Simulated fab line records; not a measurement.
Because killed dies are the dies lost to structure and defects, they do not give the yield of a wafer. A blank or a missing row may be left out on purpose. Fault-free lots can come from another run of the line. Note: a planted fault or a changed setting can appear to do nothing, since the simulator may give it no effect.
Which tool was responsible? | flow sky130 | 30 wafers from 10 lots sampled at 6 of the route's 708 steps

== WHAT EACH GAUGE READ, for each wafer ==
SKY_METAL1_OVL_MEAS_16.
lot  | measured     | on         | METAL1_OVL (nm)
L527 | day 33 02:47 | overlay-02 | -13 -2 -5
L528 | day 33 10:48 | overlay-01 | -5 -7 -6
L529 | day 33 19:46 | overlay-01 | -3 -14 -11
L530 | day 34 12:22 | overlay-01 | -3 -1 -11
L531 | day 34 20:23 | overlay-02 | -13 -13 -15
L536 | day 36 12:05 | overlay-01 | 6 6 1
L542 | day 37 22:11 | overlay-01 | -4 -1 -6
L546 | day 39 06:08 | overlay-02 | 1 -4 -9
L547 | day 39 13:17 | overlay-02 | -4 -1 -12
L548 | day 39 19:08 | overlay-01 | -2 -9 -1

SKY_VIA1_BOW_MEAS_03.
lot  | measured     | on            | VIA1_BOW (um)
L527 | day 33 04:04 | film metro-03 | 76 82 90
L528 | day 33 12:10 | film metro-01 | 78 75 78
L529 | day 33 21:04 | film metro-03 | 72 81 74
L530 | day 34 13:39 | film metro-03 | 83 87 87
L531 | day 34 21:42 | film metro-03 | 84 87 71
L536 | day 36 13:22 | film metro-03 | 75 77 90
L542 | day 37 23:29 | film metro-01 | 68 75 79
L546 | day 39 07:29 | film metro-02 | 87 79 81
L547 | day 39 14:36 | film metro-01 | 78 79 89
L548 | day 39 20:26 | film metro-02 | 94 81 91

SKY_VIA1_RS_MEAS_22: uses a four-point probe to measure.
lot  | measured     | on            | VIA1_W_RS (ohm/sq)
L527 | day 34 06:55 | film metro-02 | 0.424 0.428 0.427
L528 | day 34 15:29 | film metro-01 | 0.427 0.422 0.424
L529 | day 35 00:50 | film metro-02 | 0.420 0.427 0.433
L530 | day 35 17:03 | film metro-02 | 0.423 0.424 0.423
L531 | day 36 01:35 | film metro-01 | 0.425 0.426 0.426
L536 | day 37 16:15 | film metro-01 | 0.576 0.428 0.432 0.576 0.427 0.432
L542 | day 39 02:35 | film metro-02 | 0.417 0.423 0.425
L546 | day 40 09:07 | film metro-02 | 0.423 0.420 0.421
L547 | day 40 16:37 | film metro-03 | 0.430 0.426 0.425
L548 | day 40 21:48 | film metro-02 | 0.427 0.429 0.430

SKY_VIA1_THK_MEAS_23: measures by xrf.
lot  | measured     | on            | VIA1_W_THK (nm)
L527 | day 34 07:02 | film metro-02 | 271.5 266.9 270.1
L528 | day 34 15:35 | film metro-01 | 269.8 274.2 271.0
L529 | day 35 00:57 | film metro-02 | 271.2 269.5 263.5
L530 | day 35 17:10 | film metro-02 | 270.3 269.7 270.3
L531 | day 36 01:41 | film metro-01 | 266.9 266.3 265.7
L536 | day 37 19:29 | film metro-01 | 198.8 266.5 261.8 198.3 263.2 261.2
L542 | day 39 02:41 | film metro-02 | 275.9 272.4 271.5
L546 | day 40 09:13 | film metro-02 | 272.1 274.8 273.8
L547 | day 40 16:43 | film metro-03 | 267.0 270.5 269.2
L548 | day 40 21:55 | film metro-02 | 270.7 268.9 267.4

== EACH LOT AND THE TOOL THAT RAN IT (in order: tool; ch and the chambers of the sampled wafers; start) ==
lot  | SKY_VIA1_CMP_02               | SKY_VIA1_CVD_21
L527 | cmp-02 ch 0,1,3, day 33 03:48 | cvd w-01 ch 0,1, day 34 06:49
L528 | cmp-02 ch 0,1,3, day 33 11:55 | cvd w-01 ch 0,1, day 34 15:22
L529 | cmp-01 ch 0,1,2, day 33 20:52 | cvd w-02 ch 0,1, day 35 00:44
L530 | cmp-02 ch 1,2,3, day 34 13:24 | cvd w-02 ch 0,1, day 35 16:58
L531 | cmp-02 ch 1,2, day 34 21:22   | cvd w-01 ch 0,1, day 36 01:29
L536 | cmp-01 ch 0,1,2, day 36 13:04 | cvd w-01 ch 0,1, day 37 16:10
L542 | cmp-02 ch 0,1,3, day 37 23:10 | cvd w-02 ch 0,1, day 39 02:28
L546 | cmp-02 ch 1,2,3, day 39 07:13 | cvd w-02 ch 0,1, day 40 09:00
L547 | cmp-02 ch 1,2, day 39 14:16   | cvd w-02 ch 0,1, day 40 16:31
L548 | cmp-01 ch 0,3, day 39 20:07   | cvd w-02 ch 0,1, day 40 21:41
- SKY_VIA1_CMP_02: polishes SiO2.
- SKY_VIA1_CVD_21: deposits W, target thk 270 nm, time 80.902 s.

== WHAT THE TOOLS THEMSELVES READ (means of the sampled wafers that have a number; where no wafer has one, the mark that the record gives instead) ==
SKY_VIA1_CMP_02.
lot  | tool   | edge zone pressure frac | motor current A (A) | platen rpm (rpm)
L527 | cmp-02 | 0.995                   | 12.1                | 60.01
L528 | cmp-02 | 0.995                   | 11.9                | 60.00
L529 | cmp-01 | 0.998                   | 11.6                | 59.98
L530 | cmp-02 | 0.999                   | 11.2                | 60.02
L531 | cmp-02 | 1.001                   | 10.9                | 60.02
L536 | cmp-01 | 0.996                   | 12.1                | 59.96
L542 | cmp-02 | 1.002                   | 12.2                | 59.99
L546 | cmp-02 | 0.996                   | 11.1                | 60.07
L547 | cmp-02 | 1.002                   | 10.5                | 60.02
L548 | cmp-01 | 1.003                   | 11.3                | 59.96

SKY_VIA1_CVD_21.
lot  | tool     | heater power outer w (W) | heater power w (W) | susceptor temp C (C)
L527 | cvd w-01 | 599                      | 931                | 400.00
L528 | cvd w-01 | 600                      | 928                | 400.19
L529 | cvd w-02 | 495                      | 847                | 400.04
L530 | cvd w-02 | 460                      | 804                | 400.37
L531 | cvd w-01 | 608                      | 921                | 399.95
L536 | cvd w-01 | 599                      | 922                | 399.76
L542 | cvd w-02 | 458                      | 805                | 400.10
L546 | cvd w-02 | 463                      | 812                | 399.90
L547 | cvd w-02 | 464                      | 807                | 400.18
L548 | cvd w-02 | 468                      | 806                | 399.82

== THE ANSWER, worked out from the rows above alone ==
Rule: what is usual is taken from the lots themselves. Put in order of their means at a reading, lots are off if they are a third of the lots or fewer, leave a main group of 4 or more, and stand apart from it by a gap of 3 or more times the standard deviation of the main group's means; of several such gaps the widest counts. A main group is skipped when, at the precision printed for the reading in the tables above, its means are all equal. Also off: a lot with no number at a reading for which 4 or more lots have one. Where the step has rows for the other lots, those lots are counted as sound. First the gauges in route order, then the tools' own readings, where a lot's mean is used as printed above. At the first step where some lot is off, the reading lying furthest off is the one used; lots without a number count as furthest.
Off: L536, seen at SKY_VIA1_RS_MEAS_22 (VIA1_W_RS). The main group has a mean of 0.425 ohm/sq with a standard deviation of 0.0024.
A tool fits if, at a process step before that reading, it ran every lot that is off, and no sound lot after the first of them. Those tools and the gauges at SKY_VIA1_RS_MEAS_22 are tried in the same way. 2 tools fit, cvd w-01 at SKY_VIA1_CVD_21 and film metro-01 at SKY_VIA1_RS_MEAS_22, so this cannot tell which one it is.

== WHAT HAD BEEN PUT IN BY THE SIMULATOR ==
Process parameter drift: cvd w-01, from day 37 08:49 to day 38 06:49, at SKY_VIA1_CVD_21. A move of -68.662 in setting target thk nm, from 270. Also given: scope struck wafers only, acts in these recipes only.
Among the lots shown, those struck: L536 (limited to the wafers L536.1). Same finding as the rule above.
